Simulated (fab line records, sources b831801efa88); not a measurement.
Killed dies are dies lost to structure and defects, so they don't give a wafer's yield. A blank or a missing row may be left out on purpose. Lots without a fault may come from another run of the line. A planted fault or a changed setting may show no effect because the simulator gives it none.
Chamber matching | flow gf180mcu | GF_V4_CVD_02 on pecvd-03: 3 sister chambers
The step deposits SiO2 from TEOS, target thk 850 nm, time 94.851 s. 3 wafers are shown with their chamber, then 7 later ones without.

WAFERS WITH THEIR CHAMBER
wafer  | chamber | heater_power_outer_w (W)
L077.6 | 1       | 334
L088.3 | 2       | 310
L088.4 | 0       | 325

WAFERS WITHOUT THEIR CHAMBER
wafer  | heater_power_outer_w (W)
L088.6 | 342
L095.2 | 335
L095.5 | 349
L095.6 | 345
L097.1 | 350
L097.4 | 337
L097.5 | 355

WHICH CHAMBER EACH WENT THROUGH
wafer  | from the rows above          | in truth
L088.6 | can't be placed: 1 or 0 or 2 | 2
L095.2 | can't be placed: 1 or 0 or 2 | 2
L095.5 | can't be placed: 1 or 0 or 2 | 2
L095.6 | can't be placed: 1 or 0 or 2 | 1
L097.1 | can't be placed: 1 or 0 or 2 | 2
L097.4 | can't be placed: 1 or 0 or 2 | 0
L097.5 | can't be placed: 1 or 0 or 2 | 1
Placed correctly: 0 of 7. Can't be placed from these rows: 7 (the true chamber is among the candidates in 7). Placed wrongly: 0.
How it was worked out, from the rows above alone: a wafer's distance from a chamber is the root of the sum, over the readings, of the square of ((its reading less the chamber's mean) divided by the reading's scatter). The wafer belongs to the nearest chamber; if the next one is less than 2 further off, it can't be placed. A chamber's mean is the mean of its shown wafers. The scatter: with one shown wafer a chamber, the root of the mean of the squares of how far each hidden wafer lies from its nearest shown one.
